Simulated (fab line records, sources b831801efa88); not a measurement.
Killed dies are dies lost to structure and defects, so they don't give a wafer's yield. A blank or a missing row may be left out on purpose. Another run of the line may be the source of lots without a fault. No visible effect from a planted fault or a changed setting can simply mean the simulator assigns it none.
Matching of chambers    flow gf180mcu    GF_V3_CMP_26 on cmp-02 has 4 sister chambers
The step polishes, stops on SiO2, t overpolish 15 s, target thk 0 nm. 20 wafers are shown with their chamber, then 10 later ones without.

## WAFERS, EACH WITH ITS CHAMBER
wafer   chamber  motor current A (A)  time to endpoint s (s)  overpolish run s (s)
L077.1  2        10.2                 87                      14.997
L077.3  0        12.2                 88                      14.999
L077.5  2        10.0                 88                      14.991
L076.2  3        11.3                 86                      14.990
L076.4  1        12.6                 84                      15.000
L076.6  2        10.2                 84                      15.007
L080.3  3        11.3                 83                      14.998
L080.5  2        10.2                 89                      15.022
L080.6  3        11.7                 86                      14.999
L082.3  2        10.1                 90                      15.004
L082.4  0        12.4                 86                      15.005
L082.6  3        11.6                 87                      15.001
L086.1  2        11.3                 90                      14.983
L086.2  1        12.4                 84                      15.012
L086.5  0        12.2                 88                      15.007
L087.2  1        12.9                 84                      15.005
L087.3  3        11.6                 88                      15.020
L087.6  2        10.5                 91                      14.998
L088.4  3        12.2                 83                      14.989
L088.5  0        11.7                 85                      15.003

SIGNATURES (averages over the wafers above)
reading             chamber 0  chamber 1  chamber 2  chamber 3  scatter within a chamber
motor current A     12.125     12.633     10.357     11.617     0.364
time to endpoint s  86.75      84.00      88.43      85.50      1.97
overpolish run s    15.00350   15.00567   15.00029   14.99950   0.0102
Rule: distance of a wafer from a chamber = root of the sum over the readings of ((wafer's reading minus chamber's mean) / reading's scatter) squared. If the next closest chamber is less than 2 further off than the closest, the wafer can't be placed; otherwise it belongs to the closest. The scatter: the root of (the sum of the squares of (reading less its chamber's mean) over the shown wafers, divided by (wafers less chambers)).

## WAFERS WHOSE CHAMBER IS MISSING
wafer   motor current A (A)  time to endpoint s (s)  overpolish run s (s)
L088.6  11.5                 85                      15.006
L091.4  11.4                 80                      15.006
L091.5  10.0                 83                      14.994
L091.6  11.3                 82                      14.994
L095.1  11.6                 84                      14.988
L095.2  11.1                 89                      14.989
L095.6  12.2                 86                      15.002
L097.1  11.8                 87                      14.998
L097.2  12.2                 91                      15.006
L097.3  12.6                 85                      14.988

## WHICH CHAMBER EACH ONE RAN IN
wafer   from the rows above           in truth
L088.6  can't be placed: 3 or 0       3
L091.4  can't be placed: 3 or 1 or 0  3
L091.5  can't be placed: 2 or 3       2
L091.6  can't be placed: 3 or 0 or 1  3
L095.1  can't be placed: 3 or 0 or 1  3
L095.2  can't be placed: 2 or 3 or 0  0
L095.6  can't be placed: 0 or 1 or 3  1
L097.1  can't be placed: 3 or 0 or 1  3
L097.2  can't be placed: 0 or 3 or 1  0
L097.3  can't be placed: 1 or 0 or 3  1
0 of 10 placed correctly. Unplaceable from these rows: 10, with the true chamber sitting among the candidates in 10. Wrongly placed: 0.
